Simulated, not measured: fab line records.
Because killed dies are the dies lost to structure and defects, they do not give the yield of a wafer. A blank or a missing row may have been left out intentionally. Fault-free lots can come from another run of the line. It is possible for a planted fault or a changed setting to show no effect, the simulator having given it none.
fab line records	flow sky130
record lots=6	wafers=18	last_day=50
route steps=708 shown VT_ADJUST_NCORE@128 VT_ADJUST_HVTR@131 VT_ADJUST_PCH@143 PAD_OPEN@708
lots that met no fault: taken from a fault-free run of the same line
start_h: hours from the record's opening day to when the first of the lot's shown wafers began	wait_h: hours from the lot's prior step to this one	" unchanged from the row above	L1.1+2: one row covering several wafers at once	- no value, or no start given	* or withheld: withheld	< > ~ a bound
route shown NAME@n: names a module that has steps shown in the file, with the first one's number in the route	usual: mean/standard deviation of fault-free wafers	same: alike in all rows	chamber/n: place in a boat	sites: each site's reading	_std_site: how widely they spread, as a standard deviation	_edge_site: the outer-site mean with the inner-site mean subtracted	radius_mm: how far each site lies from the wafer's centre	mask NAME#n: copy n	behind: the most recent tool/chamber to have shaped the wafer	hold: why the lot went on hold/how many hours it stayed there/how the hold came to an end	device: names the non-switching transistor (n, p or np)	end of line: the tests these same wafers got at the end of their route	where a step has no rows: the recipe by itself	killed: count of dies lost to structure and defects at first sort (not the wafer's yield)	map: a wafer's dies, marking killed ones x, the rest . and places with no die _
set.NAME: the setting as run; set.NAME@STEP: as run at that earlier step	model.NAME: the simulator's own value behind a step, which no gauge read
lots at some steps of the route; a table a step, a row a wafer
services: when a tool's chamber went out of use (start_h, in hours from the record's first day, below 0 if earlier), for how many hours, and the reason
## steps
# step SKY_VT_ADJUST_NCORE_IMPLANT_09
# recipe species=B	energy_kev=10	dose_cm2=2.4e+12	tilt_deg=withheld
# step SKY_VT_ADJUST_NCORE_STRIP_10
# recipe chemistry=O2/N2	power_w=1400	pressure_mtorr=1500	platen_temp_c=withheld	o2_flow_sccm=3000	n2_flow_sccm=300	overash_fraction=0.5
# usual drypump_motor_current_A=5.7/0.39	n2_flow_sccm=299.9/1	oes_product_au=0.716/0.0047	strip_time_to_endpoint_s=14.20/0.035
lot.wafer	tool	chamber	start_h	wait_h	drypump_motor_current_A	n2_flow_sccm	oes_product_au	rf_hours_counter_h	strip_time_to_endpoint_s
L410.1	plasma_asher-03	0	277.57	0.1	5.2	301.2	0.724	58	14.19
L410.2	"	1	"	"	5.4	300.5	0.713	58	14.22
L410.4	"	0	"	"	5.3	301.0	0.717	-	14.20
L409.1	plasma_asher-04	0	278.39	0.1	5.4	300.1	0.724	46	14.23
L409.5	"	0	"	"	5.4	300.4	0.711	-	14.22
L409.6	"	1	"	"	5.8	300.3	0.710	-	14.23
L412.3	plasma_asher-04	1	287.50	0.1	5.8	302.2	0.715	-	14.22
L412.5	"	0	"	"	5.4	300.8	0.715	-	14.23
L412.6	"	1	"	"	5.8	299.8	0.716	-	14.24
L411.1	plasma_asher-02	0	287.77	0.1	6.4	299.4	0.714	59	14.23
L411.2	"	1	"	"	5.4	298.2	0.714	59	14.25
L411.5	"	1	"	"	5.4	299.1	0.712	-	14.20
L413.1	plasma_asher-04	0	293.82	0.1	5.4	299.5	0.718	48	14.10
L413.5	"	1	"	"	5.8	297.5	0.716	-	14.11
L413.6	"	0	"	"	5.4	300.7	0.719	-	14.12
L421.1	plasma_asher-02	1	335.07	0.1	5.4	300.2	0.712	64	14.19
L421.4	"	0	"	"	6.4	301.6	0.714	-	14.22
L421.6	"	1	"	"	5.4	299.0	0.714	-	14.18
# step SKY_VT_ADJUST_NCORE_TW_MEAS_11
# usual VT_ADJUST_NCORE_TW=215.9/1.6
lot.wafer	tool	chamber	start_h	wait_h	VT_ADJUST_NCORE_TW
L410.1	film_metro-04	-	277.67	0.1	217.7
L410.2	"	-	"	"	216.5
L410.4	"	-	"	"	216.9
L409.1	film_metro-02	-	278.49	0.1	215.2
L409.5	"	-	"	"	214.0
L409.6	"	-	"	"	216.5
L412.3	film_metro-03	-	287.59	0.1	215.6
L412.5	"	-	"	"	217.4
L412.6	"	-	"	"	215.5
L411.1	film_metro-03	-	287.87	0.1	216.2
L411.2	"	-	"	"	216.3
L411.5	"	-	"	"	215.4
L413.1	film_metro-02	-	293.92	0.1	214.3
L413.5	"	-	"	"	213.3
L413.6	"	-	"	"	213.4
L421.1	film_metro-03	-	335.17	0.1	216.1
L421.4	"	-	"	"	216.0
L421.6	"	-	"	"	216.2
# step SKY_VT_ADJUST_HVTR_DEHYDRATE_00
# recipe temp_c=200	time_s=60
# step SKY_VT_ADJUST_HVTR_HMDS_01
# recipe prime_time_s=60	prime_temp_c=120
# step SKY_VT_ADJUST_HVTR_COAT_02
# recipe resist=NOVOLAK	spin_rpm=3000	resist_thk_nm=1140
# step SKY_VT_ADJUST_HVTR_SOFTBAKE_03
# recipe temp_c=90	time_s=60	resist=NOVOLAK
# step SKY_VT_ADJUST_HVTR_EXPOSE_04
# recipe mask_id=HVTRM	target_cd_nm=380	na=0.6	source_shape=conventional	sigma_outer=0.6	dose_mj=150
# step SKY_VT_ADJUST_HVTR_PEB_05
# recipe temp_c=withheld	time_s=*	resist=NOVOLAK
# step SKY_VT_ADJUST_HVTR_DEVELOP_06
# recipe develop_time_s=60	dev_temp_c=23
# step SKY_VT_ADJUST_HVTR_CD_MEAS_07
# recipe target_cd_nm=380
# usual cd_nm=379.4/2.5
lot.wafer	tool	chamber	start_h	wait_h	cd_nm
L410.1	cd_sem-02	-	302.38	0.1	381.4
L410.2	"	-	"	"	379.4
L410.4	"	-	"	"	378.5
L409.1	cd_sem-02	-	303.18	0.1	379.0
L409.5	"	-	"	"	380.1
L409.6	"	-	"	"	380.3
L412.3	cd_sem-02	-	312.75	0.1	377.1
L412.5	"	-	"	"	374.6
L412.6	"	-	"	"	377.4
L411.1	cd_sem-01	-	312.88	0.1	382.8
L411.2	"	-	"	"	384.6
L411.5	"	-	"	"	385.2
L413.1	cd_sem-02	-	319.38	0.1	378.1
L413.5	"	-	"	"	375.7
L413.6	"	-	"	"	375.5
L421.1	cd_sem-01	-	362.66	0.1	381.2
L421.4	"	-	"	"	381.2
L421.6	"	-	"	"	381.1
# step SKY_VT_ADJUST_HVTR_OVL_MEAS_08
# usual VT_ADJUST_HVTR_OVL=0.1/1.1
lot.wafer	tool	chamber	start_h	wait_h	VT_ADJUST_HVTR_OVL[nm]
L410.1	overlay-02	-	302.50	0.1	-0.1
L410.2	"	-	"	"	-0.9
L410.4	"	-	"	"	0.4
L409.1	overlay-02	-	303.30	0.1	1.2
L409.5	"	-	"	"	1.7
L409.6	"	-	"	"	0.1
L412.3	overlay-01	-	312.84	0.1	-1.0
L412.5	"	-	"	"	1.8
L412.6	"	-	"	"	0.5
L411.1	overlay-02	-	313.00	0.1	0.7
L411.2	"	-	"	"	1.9
L411.5	"	-	"	"	0.4
L413.1	overlay-02	-	319.50	0.1	0.1
L413.5	"	-	"	"	1.7
L413.6	"	-	"	"	1.9
L421.1	overlay-01	-	362.78	0.1	-0.5
L421.4	"	-	"	"	0.8
L421.6	"	-	"	"	0.3
# step SKY_VT_ADJUST_HVTR_IMPLANT_09
# recipe species=B	energy_kev=10	dose_cm2=2.1e+12	tilt_deg=withheld
# usual dose_ions_cm2=2.1e+12/2.2e+09	end_station_pressure_torr=5e-06/2.5e-07	faraday_current_uA=11.87/0.25
# same implant_ion_amu=11
lot.wafer	tool	chamber	start_h	wait_h	dose_ions_cm2	end_station_pressure_torr	faraday_current_uA
L410.1	implanter-04	0	302.54	0.0	2.099e+12	5.1e-06	11.84
L410.2	"	0	"	"	2.1004e+12	4.8e-06	12.38
L410.4	"	0	"	"	2.0997e+12	4.97e-06	11.64
L409.1	implanter-04	0	303.34	0.0	2.0976e+12	5.2e-06	11.92
L409.5	"	0	"	"	2.0999e+12	5.21e-06	11.69
L409.6	"	0	"	"	2.0988e+12	5.29e-06	12.23
L412.3	implanter-04	0	312.92	0.1	5.936e+11	5.36e-06	3.39
L412.5	"	0	"	"	5.913e+11	4.57e-06	3.27
L412.6	"	0	"	"	5.939e+11	4.99e-06	3.27
L411.1	implanter-02	0	313.04	0.0	2.1014e+12	4.63e-06	12.12
L411.2	"	0	"	"	2.1014e+12	5.1e-06	11.85
L411.5	"	0	"	"	2.1015e+12	4.96e-06	12.03
L413.1	implanter-04	0	319.54	0.0	5.94e+11	4.84e-06	3.46
L413.5	"	0	"	"	5.969e+11	4.81e-06	3.44
L413.6	"	0	"	"	5.944e+11	5.24e-06	3.52
L421.1	implanter-02	0	362.82	0.0	2.1019e+12	4.81e-06	11.87
L421.4	"	0	"	"	2.1005e+12	4.96e-06	11.80
L421.6	"	0	"	"	2.1012e+12	4.47e-06	11.49
# step SKY_VT_ADJUST_HVTR_STRIP_10
# recipe chemistry=O2/N2	power_w=1400	pressure_mtorr=1500	platen_temp_c=withheld	o2_flow_sccm=3000	n2_flow_sccm=300	overash_fraction=0.5
# usual drypump_motor_current_A=5.45/0.19	n2_flow_sccm=300.1/0.86	oes_product_au=0.715/0.0045	strip_time_to_endpoint_s=14.18/0.04
lot.wafer	tool	chamber	start_h	wait_h	drypump_motor_current_A	n2_flow_sccm	oes_product_au	rf_hours_counter_h	strip_time_to_endpoint_s
L410.1	plasma_asher-04	1	302.69	0.1	5.81	301.4	0.712	49	14.25
L410.2	"	0	"	"	5.41	301.3	0.718	49	14.19
L410.4	"	1	"	"	5.79	299.8	0.718	-	14.21
L409.1	plasma_asher-04	0	303.49	0.1	5.43	300.2	0.718	49	14.18
L409.5	"	1	"	"	5.82	299.5	0.712	-	14.17
L409.6	"	0	"	"	5.44	299.4	0.715	-	14.18
L412.3	plasma_asher-03	0	313.05	0.1	5.30	298.7	0.712	-	14.20
L412.5	"	0	"	"	5.30	298.9	0.719	-	14.21
L412.6	"	1	"	"	5.40	301.1	0.715	-	14.16
L411.1	plasma_asher-04	1	313.19	0.1	5.80	301.0	0.717	50	14.11
L411.2	"	0	"	"	5.44	299.0	0.723	50	14.10
L411.5	"	0	"	"	5.44	298.9	0.717	-	14.11
L413.1	plasma_asher-04	1	319.69	0.1	5.82	299.6	0.715	50	14.16
L413.5	"	1	"	"	5.82	300.7	0.714	-	14.19
L413.6	"	0	"	"	5.44	299.7	0.716	-	14.21
L421.1	plasma_asher-03	0	362.97	0.1	5.24	300.1	0.713	66	14.13
L421.4	"	0	"	"	5.23	301.3	0.724	-	14.13
L421.6	"	0	"	"	5.27	300.7	0.718	-	14.19
# step SKY_VT_ADJUST_HVTR_TW_MEAS_11
# usual VT_ADJUST_HVTR_TW=208.5/1.2
lot.wafer	tool	chamber	start_h	wait_h	VT_ADJUST_HVTR_TW
L410.1	film_metro-03	-	302.79	0.1	207.7
L410.2	"	-	"	"	206.8
L410.4	"	-	"	"	207.5
L409.1	film_metro-01	-	303.59	0.1	207.0
L409.5	"	-	"	"	209.0
L409.6	"	-	"	"	208.4
L412.3	film_metro-03	-	313.14	0.1	147.3
L412.5	"	-	"	"	147.7
L412.6	"	-	"	"	146.9
L411.1	film_metro-01	-	313.29	0.1	209.0
L411.2	"	-	"	"	209.9
L411.5	"	-	"	"	209.3
L413.1	film_metro-04	-	319.79	0.1	147.7
L413.5	"	-	"	"	148.7
L413.6	"	-	"	"	147.8
L421.1	film_metro-03	-	363.07	0.1	208.9
L421.4	"	-	"	"	208.9
L421.6	"	-	"	"	208.4
# step SKY_VT_ADJUST_PCH_DEHYDRATE_00
# recipe temp_c=200	time_s=60
# step SKY_PAD_OPEN_PROBE_99
# usual killed_at_M0_to_M3=43/7.4	killed_at_M4_up=3.3/2	killed_at_contacts=24/5.4	killed_at_front_end=16/4.2	killed_at_other=0.3/0.61	killed_dies=87/9.4	killed_open=47/7.3	killed_short=40/6.7
# same gross_dies=492	killed_at_back_side=0
lot.wafer	tool	chamber	start_h	wait_h	killed_at_M0_to_M3	killed_at_M4_up	killed_at_contacts	killed_at_front_end	killed_at_other	killed_dies	killed_open	killed_short	model.etest.pfet_01v8_mvt.drive_ua_um	model.etest.pfet_01v8_mvt.off_log10_a_um	model.etest.pfet_01v8_mvt.vt_sat_v	model.etest.pfet_01v8_mvt.vt_v	model.etest.pfet_01v8_mvt.vt_long_v	model.etest.pfet_01v8_mvt.body_rise_v
L409.1	prober-02	-	1155.38	0.1	43	1	28	16	0	88	48	40	154	-10.2	-0.5278	-0.617	-0.8239	-0.1964
L409.5	prober-02	-	1155.58	0.2	32	4	29	12	0	77	42	35	156.5	-10.11	-0.5308	-0.619	-0.8234	-0.1925
L409.6	prober-02	-	1155.63	0.2	53	3	22	11	0	89	46	43	155.9	-10.3	-0.5358	-0.6258	-0.8317	-0.1938
L410.1	prober-01	-	1156.84	0.1	48	2	24	12	0	86	49	35	151.6	-10.6	-0.5626	-0.6525	-0.8639	-0.1883
L410.2	prober-01	-	1156.89	0.1	39	4	20	13	0	76	37	38	147.3	-10.83	-0.572	-0.6593	-0.8696	-0.1901
L410.4	prober-01	-	1156.99	0.2	49	7	26	23	2	107	63	41	152.1	-10.57	-0.5499	-0.6439	-0.8585	-0.1895
L411.1	prober-02	-	1165.26	0.1	39	2	27	13	1	82	47	35	156.7	-10.33	-0.5398	-0.6293	-0.8376	-0.1905
L411.2	prober-02	-	1165.31	0.1	39	3	25	13	2	82	52	27	157.7	-10.29	-0.5387	-0.6302	-0.8332	-0.1885
L411.5	prober-02	-	1165.46	0.2	37	3	27	8	0	75	43	32	156.6	-9.972	-0.5246	-0.6176	-0.8293	-0.1937
L412.3	prober-02	-	1165.88	0.2	32	0	25	15	0	72	44	28	126	-12.65	-0.7603	-0.8125	-1.004	-0.1862
L412.5	prober-02	-	1165.98	0.2	49	4	27	16	0	96	55	41	125.7	-12.5	-0.7624	-0.8183	-1.008	-0.1873
L412.6	prober-02	-	1166.03	0.2	51	4	28	11	0	94	37	57	129	-12.9	-0.7572	-0.8113	-1.007	-0.187
L413.1	prober-02	-	1167.03	0.1	53	2	23	23	1	102	59	43	136.3	-12.69	-0.7311	-0.7901	-0.9782	-0.1819
L413.5	prober-02	-	1167.23	0.2	33	4	32	23	1	93	41	50	132.4	-12.55	-0.7272	-0.7881	-0.9782	-0.1872
L413.6	prober-02	-	1167.28	0.2	39	2	24	21	0	86	51	35	132.6	-12.51	-0.7235	-0.7856	-0.9819	-0.1869
L421.1	prober-02	-	1193.02	0.1	26	1	22	27	0	76	36	39	146.7	-11.17	-0.5966	-0.6812	-0.8888	-0.1843
L421.4	prober-02	-	1193.17	0.2	54	3	18	19	1	95	50	45	147.3	-11.15	-0.5971	-0.6827	-0.8858	-0.1835
L421.6	prober-02	-	1193.27	0.2	32	3	22	16	1	74	32	42	145.9	-11.17	-0.6016	-0.6837	-0.8905	-0.1827
# killed by level:class
L409.1 VIA3:geometric_particle:open=10 LOCAL_INTERCONNECT:geometric_particle:short=9 VIA1:geometric_particle:open=9 FIELD_ISO:geometric_particle:short=7 LI_CONTACT:geometric_particle:open=7 CONTACT:geometric_particle:open=6 METAL2:geometric_particle:short=5 VIA2:geometric_particle:open=4
L409.5 CONTACT:geometric_particle:open=11 LI_CONTACT:geometric_particle:open=6 VIA3:geometric_particle:open=6 FIELD_ISO:geometric_particle:short=5 LI_CONTACT:geometric_particle:short=5 VIA2:geometric_particle:open=5 CONTACT:geometric_particle:short=4 METAL2:geometric_particle:short=4
L409.6 VIA1:geometric_particle:open=11 VIA2:geometric_particle:open=8 LI_CONTACT:geometric_particle:open=7 VIA1:geometric_particle:short=7 METAL2:geometric_particle:short=7 VIA3:geometric_particle:open=6 VIA3:geometric_particle:short=5 POLY_GATE:geometric_particle:open=4
L410.1 LI_CONTACT:geometric_particle:open=10 CONTACT:geometric_particle:open=10 VIA3:geometric_particle:open=9 VIA3:geometric_particle:short=7 METAL1:geometric_particle:short=7 VIA1:geometric_particle:open=6 VIA2:geometric_particle:open=5 FIELD_ISO:geometric_particle:open=4
L410.2 CONTACT:geometric_particle:open=7 METAL1:geometric_particle:short=6 POLY_GATE:geometric_particle:open=5 LI_CONTACT:geometric_particle:open=5 VIA1:geometric_particle:open=5 VIA2:geometric_particle:open=5 VIA3:geometric_particle:open=5 METAL4:geometric_particle:short=4
L410.4 LI_CONTACT:geometric_particle:open=11 VIA1:geometric_particle:open=11 VIA3:geometric_particle:open=9 CONTACT:geometric_particle:open=8 FIELD_ISO:geometric_particle:open=7 POLY_GATE:geometric_particle:open=6 METAL1:geometric_particle:short=5 VIA2:geometric_particle:open=5
L411.1 CONTACT:geometric_particle:open=10 LI_CONTACT:geometric_particle:open=7 VIA1:geometric_particle:open=7 VIA2:geometric_particle:open=7 CONTACT:geometric_particle:short=6 VIA3:geometric_particle:open=6 VIA3:geometric_particle:short=5 FIELD_ISO:geometric_particle:short=4
L411.2 VIA1:geometric_particle:open=11 LI_CONTACT:geometric_particle:open=9 VIA3:geometric_particle:open=7 LOCAL_INTERCONNECT:geometric_particle:short=6 VIA2:geometric_particle:open=5 CONTACT:geometric_particle:open=5 POLY_GATE:geometric_particle:open=4 VIA3:geometric_particle:short=3
L411.5 VIA1:geometric_particle:open=10 LI_CONTACT:geometric_particle:open=9 CONTACT:geometric_particle:open=8 VIA2:geometric_particle:open=8 CONTACT:geometric_particle:short=5 VIA1:geometric_particle:short=5 METAL2:geometric_particle:short=5 LOCAL_INTERCONNECT:geometric_particle:short=4
L412.3 CONTACT:geometric_particle:open=12 VIA1:geometric_particle:open=9 LI_CONTACT:geometric_particle:open=7 VIA2:geometric_particle:open=5 FIELD_ISO:geometric_particle:short=4 CONTACT:geometric_particle:short=4 METAL1:geometric_particle:short=4 VIA3:geometric_particle:open=4
L412.5 VIA2:geometric_particle:open=14 CONTACT:geometric_particle:open=11 CONTACT:geometric_particle:short=9 VIA1:geometric_particle:open=8 LI_CONTACT:geometric_particle:open=5 VIA1:geometric_particle:short=5 METAL2:geometric_particle:short=5 VIA3:geometric_particle:open=5
L412.6 VIA1:geometric_particle:short=9 CONTACT:geometric_particle:open=9 LOCAL_INTERCONNECT:geometric_particle:short=8 METAL1:geometric_particle:short=6 METAL2:geometric_particle:short=6 VIA2:geometric_particle:short=6 VIA2:geometric_particle:open=6 LI_CONTACT:geometric_particle:open=4
L413.1 VIA1:geometric_particle:open=17 CONTACT:geometric_particle:open=11 POLY_GATE:geometric_particle:open=8 METAL3:geometric_particle:short=7 VIA1:geometric_particle:short=7 CONTACT:geometric_particle:short=6 POLY_GATE:geometric_particle:short=5 LI_CONTACT:geometric_particle:open=5
L413.5 CONTACT:geometric_particle:open=11 POLY_GATE:geometric_particle:short=9 VIA1:geometric_particle:open=8 LI_CONTACT:geometric_particle:open=7 LOCAL_INTERCONNECT:geometric_particle:short=7 METAL2:geometric_particle:short=6 FIELD_ISO:geometric_particle:short=5 CONTACT:geometric_particle:short=5
L413.6 LI_CONTACT:geometric_particle:open=12 VIA1:geometric_particle:open=10 POLY_GATE:geometric_particle:open=7 CONTACT:geometric_particle:open=6 FIELD_ISO:geometric_particle:short=5 CONTACT:geometric_particle:short=5 METAL2:geometric_particle:short=5 VIA3:geometric_particle:open=5
L421.1 FIELD_ISO:geometric_particle:short=9 CONTACT:geometric_particle:open=8 POLY_GATE:geometric_particle:open=6 LI_CONTACT:geometric_particle:open=5 LOCAL_INTERCONNECT:geometric_particle:short=4 CONTACT:geometric_particle:short=4 VIA1:geometric_particle:short=4 POLY_GATE:geometric_particle:short=3
L421.4 VIA1:geometric_particle:open=12 VIA3:geometric_particle:open=8 METAL1:geometric_particle:short=7 FIELD_ISO:geometric_particle:short=6 CONTACT:geometric_particle:open=6 METAL3:geometric_particle:short=6 METAL1:geometric_particle:open=5 POLY_GATE:geometric_particle:open=4
L421.6 LI_CONTACT:geometric_particle:open=8 FIELD_ISO:geometric_particle:short=6 VIA1:geometric_particle:open=6 VIA2:geometric_particle:short=6 METAL2:geometric_particle:short=5 LOCAL_INTERCONNECT:geometric_particle:short=5 LI_CONTACT:geometric_particle:short=4 CONTACT:geometric_particle:open=4
## services
tool	chamber	start_h	hours	kind
implanter-04	-	294.35	4.1	repair
plasma_asher-04	-	341.74	3.7	repair
plasma_asher-02	-	357.80	4.2	repair
## key
first_sign step=SKY_VT_ADJUST_HVTR_IMPLANT_09	reading=dose_ions_cm2	direction=down	sigmas=99+	usual=*	struck=*
effect step=SKY_VT_ADJUST_HVTR_IMPLANT_09	reading=faraday_current_uA	direction=down	sigmas=34	usual=11.87	struck=3.39
effect step=SKY_VT_ADJUST_HVTR_TW_MEAS_11	reading=VT_ADJUST_HVTR_TW	direction=down	sigmas=53	usual=208.5	struck=147.7
model_effect step=SKY_PAD_OPEN_PROBE_99	value=etest.pfet_01v8_mvt.drive_ua_um	without=157.5	struck=130.3
met_at SKY_VT_ADJUST_HVTR_IMPLANT_09
struck_wafers L412.3,L412.5,L412.6,L413.1,L413.5,L413.6
tester_left_out L412,L413
onset_between 303.34 312.92
fault kind=process_parameter_drift	tool=implanter-04	chamber=-	onset_h=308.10	steps=SKY_VT_ADJUST_HVTR_IMPLANT_09	channel=dose_cm2	offset=*	shape=step	end_h=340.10	acts_in=*	stated=*
# tester_left_out: of these lots the tester's yield and bins aren't shown, on N5 and GAA mostly nor the transistor test; their killed dies are dies lost to structure and defects alone, not to doping, threshold or leakage, so they don't give the yield
